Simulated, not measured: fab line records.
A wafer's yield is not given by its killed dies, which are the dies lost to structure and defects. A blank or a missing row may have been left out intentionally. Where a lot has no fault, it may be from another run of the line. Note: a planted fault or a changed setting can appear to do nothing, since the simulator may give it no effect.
A single fault, viewed from 2 desks :: flow gf180mcu :: what lay behind the numbers comes last; until then each desk has only its own

== DESK OF THE TOOL OWNER: furnace-02 ==
The tool's own readings at GF_DUAL_GATE_OXIDATION_02 (stabilise 600 s, purge 300 s, target thk 10.887 nm): means of the sampled wafers that have a number, for each lot that ran on this tool. Any lot whose mean is over 4 standard deviations away from the usual mean is out of limits and marked OUT; that distance is given in the brackets.
Columns: A = spike-tc-upper-C at GF_DUAL_GATE_OXIDATION_02, usual 899.4 C; B = tube-center-temp-C at GF_DUAL_GATE_OXIDATION_02, usual 900 C; C = tube_center_temp_C_max at GF_DUAL_GATE_OXIDATION_02, usual 902.3
lot: L775
first seen here: day 7 22:09
A: 898.8
B: 900
C: 902.1

lot: L777
first seen here: day 8 05:34
A: 898.3
B: 900
C: 902.0

lot: L778
first seen here: day 8 08:31
A: 899.5
B: 900
C: 902.2

lot: L779
first seen here: day 8 15:39
A: 898.0
B: 900
C: 902.4

lot: L780
first seen here: day 9 13:22
A: 897.3
B: 898 (-21) OUT
C: 900.6 (-4.1) OUT

lot: L781
first seen here: day 9 14:48
A: 898.0
B: 898 (-20) OUT
C: 900.9

lot: L782
first seen here: day 9 17:26
A: 897.4
B: 898 (-19) OUT
C: 900.8

lot: L783
first seen here: day 9 21:32
A: 897.3
B: 898 (-21) OUT
C: 901.0

lot: L794
first seen here: day 12 22:29
A: 899.4
B: 900
C: 902.3

lot: L795
first seen here: day 13 12:13
A: 899.8
B: 900
C: 902.5

lot: L796
first seen here: day 13 23:37
A: 899.0
B: 900
C: 902.2

lot: L797
first seen here: day 13 23:37
A: 899.5
B: 900
C: 902.5

lot: L798
first seen here: day 14 10:37
A: 899.2
B: 900
C: 902.5
This desk's verdict: out of limits on L780, L781, L782, L783, starting with L780 at day 9 13:22 (tube-center-temp-C at GF_DUAL_GATE_OXIDATION_02). Within limits: L775, L777, L778, L779, L794, L795, L796, L797, L798.

== AT THE METROLOGY DESK ==
What the gauges read for every lot (on any tool): the sampled wafers with a number, averaged. Any lot whose mean is over 4 standard deviations away from the usual mean is out of limits and marked OUT; that distance is given in the brackets.
Columns: A = CONTACT_CVD_00_THK at GF_CONTACT_THK_MEAS_01, usual 299 nm
lot: L775
first seen here: day 15 08:44
A: 297

lot: L776
first seen here: day 15 15:17
A: 299

lot: L777
first seen here: day 15 15:52
A: 304

lot: L778
first seen here: day 16 02:31
A: 297

lot: L779
first seen here: day 16 06:46
A: 301

lot: L781
first seen here: day 17 12:52
A: 297

lot: L780
first seen here: day 17 13:18
A: 304

lot: L782
first seen here: day 17 18:21
A: 297

lot: L783
first seen here: day 17 22:34
A: 297

lot: L794
first seen here: day 21 22:05
A: 299

lot: L795
first seen here: day 22 21:22
A: 302

lot: L797
first seen here: day 23 01:41
A: 302

lot: L796
first seen here: day 23 03:12
A: 299

lot: L798
first seen here: day 23 12:53
A: 296
This desk found nothing out of limits on any of the 14 lots.

== TAKEN TOGETHER ==
On L780, L781, L782, L783, at day 9 13:22, an alarm was possible from the tool owner's desk.
Nothing out of limits was seen by the metrology desk.
The metrology desk has L780, L781, L782, L783 on record, within its limits.
All the named lots went through GF_DUAL_GATE_OXIDATION_02 on furnace-02.

== WHAT THE SIMULATOR HAD INSERTED ==
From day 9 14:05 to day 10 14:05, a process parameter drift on furnace-02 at GF_DUAL_GATE_OXIDATION_02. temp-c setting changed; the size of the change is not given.
Lots struck among those shown: L780, L781, L782, L783.
